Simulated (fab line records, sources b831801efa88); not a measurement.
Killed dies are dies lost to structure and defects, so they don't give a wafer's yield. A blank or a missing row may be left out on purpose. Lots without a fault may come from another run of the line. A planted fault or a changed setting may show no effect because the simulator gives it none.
Which tool did it? | flow sky130 | 13 lots, 38 wafers sampled, at 4 steps of a route of 708

WHAT THE GAUGES READ, wafer by wafer
SKY_LI_CONTACT_THK_MEAS_01. Usual: LI_CONTACT_HDPCVD_THK 927 nm, standard deviation 10.
lot  | measured     | on            | LI_CONTACT_HDPCVD_THK (nm) | flag
L248 | day 29 07:10 | film_metro-04 | 950 927 941                |
L250 | day 30 01:01 | film_metro-02 | 941 930 932                |
L254 | day 31 08:11 | film_metro-01 | 947 943                    |
L257 | day 32 01:56 | film_metro-01 | 936 919 929                |
L259 | day 32 20:24 | film_metro-01 | 916 932 922                |
L260 | day 33 00:42 | film_metro-01 | 919 923 925                |
L261 | day 33 09:30 | film_metro-01 | 924 925 924                |
L262 | day 33 16:10 | film_metro-04 | 915 914 912                |
L263 | day 34 02:38 | film_metro-04 | 925 923 916                |
L265 | day 34 14:10 | film_metro-04 | 923 926 926                |
L266 | day 35 02:24 | film_metro-04 | 936 921 943                |
L267 | day 35 05:42 | film_metro-01 | 928 922 918                |
L268 | day 35 09:47 | film_metro-04 | 941 932 929                |

SKY_LI_CONTACT_OVL_MEAS_13. Usual: LI_CONTACT_OVL -3 nm, standard deviation 5.7.
lot  | measured     | on         | LI_CONTACT_OVL (nm) | flag
L248 | day 30 11:54 | overlay-01 | -2 -9 -2            |
L250 | day 31 05:25 | overlay-01 | -2 1 -9             |
L254 | day 32 12:05 | overlay-01 | 5 0                 |
L257 | day 33 05:32 | overlay-02 | -4 -3 0             |
L259 | day 33 23:53 | overlay-01 | -7 -10 -6           |
L260 | day 34 03:35 | overlay-01 | -8 0 -14            |
L261 | day 34 12:23 | overlay-02 | -12 -8 -5           |
L262 | day 34 18:06 | overlay-02 | -5 -3 -10           |
L263 | day 35 05:26 | overlay-01 | 1 1 -11             |
L265 | day 35 16:31 | overlay-02 | 3 2 4               |
L266 | day 36 05:11 | overlay-01 | -8 -9 -17           |
L267 | day 36 08:04 | overlay-02 | -3 1 -2             |
L268 | day 36 12:19 | overlay-01 | -9 -4 0             |

WHICH TOOL RAN EACH LOT (tool, then ch and the chambers of the sampled wafers, then the start)
lot  | SKY_SD_N_COAT_02                  | SKY_SD_N_STRIP_11
L248 | litho_track-01 ch 0, day 28 15:46 | plasma_asher-03 ch 0,1, day 29 06:18
L250 | litho_track-03 ch 0, day 29 09:20 | plasma_asher-01 ch 0,1, day 30 00:05
L254 | litho_track-01 ch 0, day 30 16:20 | plasma_asher-03 ch 1, day 31 07:20
L257 | litho_track-01 ch 0, day 31 10:53 | plasma_asher-03 ch 0,1, day 32 01:05
L259 | litho_track-04 ch 0, day 32 04:49 | plasma_asher-03 ch 0,1, day 32 19:29
L260 | litho_track-03 ch 0, day 32 09:47 | plasma_asher-01 ch 0,1, day 32 23:47
L261 | litho_track-04 ch 0, day 32 18:07 | plasma_asher-04 ch 0,1, day 33 08:38
L262 | litho_track-04 ch 0, day 33 01:09 | plasma_asher-01 ch 0,1, day 33 15:13
L263 | litho_track-04 ch 0, day 33 11:40 | plasma_asher-01 ch 0,1, day 34 01:45
L265 | litho_track-01 ch 0, day 34 00:05 | plasma_asher-04 ch 0,1, day 34 13:18
L266 | litho_track-01 ch 0, day 34 11:37 | plasma_asher-01 ch 0, day 35 01:32
L267 | litho_track-01 ch 0, day 34 14:14 | plasma_asher-03 ch 0,1, day 35 04:50
L268 | litho_track-01 ch 0, day 34 19:49 | plasma_asher-03 ch 0,1, day 35 08:55
- SKY_SD_N_COAT_02: resist thk 1140 nm.
- SKY_SD_N_STRIP_11: strips in O2/N2.

WHAT THE TOOLS THEMSELVES READ (means of the sampled wafers that have a number; where no wafer has one, the mark that the record gives instead)
SKY_SD_N_STRIP_11. Usual: drypump_motor_current_A 5.9 A, standard deviation 0.53; oes_product_au 0.528 a.u., standard deviation 0.0046; strip_time_to_endpoint_s 22.57 s, standard deviation 0.046.
lot  | tool            | drypump_motor_current_A (A) | oes_product_au (a.u.) | strip_time_to_endpoint_s (s) | flag
L248 | plasma_asher-03 | 6.4                         | 0.531                 | 22.56                        |
L250 | plasma_asher-01 | 5.3                         | 0.523                 | 22.60                        |
L254 | plasma_asher-03 | 6.5                         | 0.524                 | 22.34                        | OFF
L257 | plasma_asher-03 | 6.3                         | 0.520                 | 22.25                        | OFF
L259 | plasma_asher-03 | 6.4                         | 0.522                 | 22.65                        |
L260 | plasma_asher-01 | 5.4                         | 0.526                 | 22.55                        |
L261 | plasma_asher-04 | 5.9                         | 0.530                 | 22.58                        |
L262 | plasma_asher-01 | 5.5                         | 0.529                 | 22.64                        |
L263 | plasma_asher-01 | 5.4                         | 0.524                 | 22.62                        |
L265 | plasma_asher-04 | 5.6                         | 0.531                 | 22.58                        |
L266 | plasma_asher-01 | 5.2                         | 0.529                 | 22.64                        |
L267 | plasma_asher-03 | 6.4                         | 0.529                 | 22.58                        |
L268 | plasma_asher-03 | 6.4                         | 0.524                 | 22.49                        |

THE ANSWER, worked out from the rows above alone
Rule: a lot is off if the mean of its wafers that have a number lies more than 3 standard deviations from the usual mean. A lot without any number at a reading at which 4 lots or more have one is off too. The other lots that the step has rows for count as sound. The gauges are gone through in route order, then the tools' own readings, and for those a lot's mean is taken as printed above. The first step at which some lot is off is used, and at that step the reading that is off furthest; a lot without a number counts as furthest.
Off: L254, L257, at SKY_SD_N_STRIP_11 (strip_time_to_endpoint_s).
A tool fits if, at that step or a process step before it, it ran every lot that is off, and no sound lot after the first of them. None of those tried fits.

WHAT THE SIMULATOR HAD PUT IN
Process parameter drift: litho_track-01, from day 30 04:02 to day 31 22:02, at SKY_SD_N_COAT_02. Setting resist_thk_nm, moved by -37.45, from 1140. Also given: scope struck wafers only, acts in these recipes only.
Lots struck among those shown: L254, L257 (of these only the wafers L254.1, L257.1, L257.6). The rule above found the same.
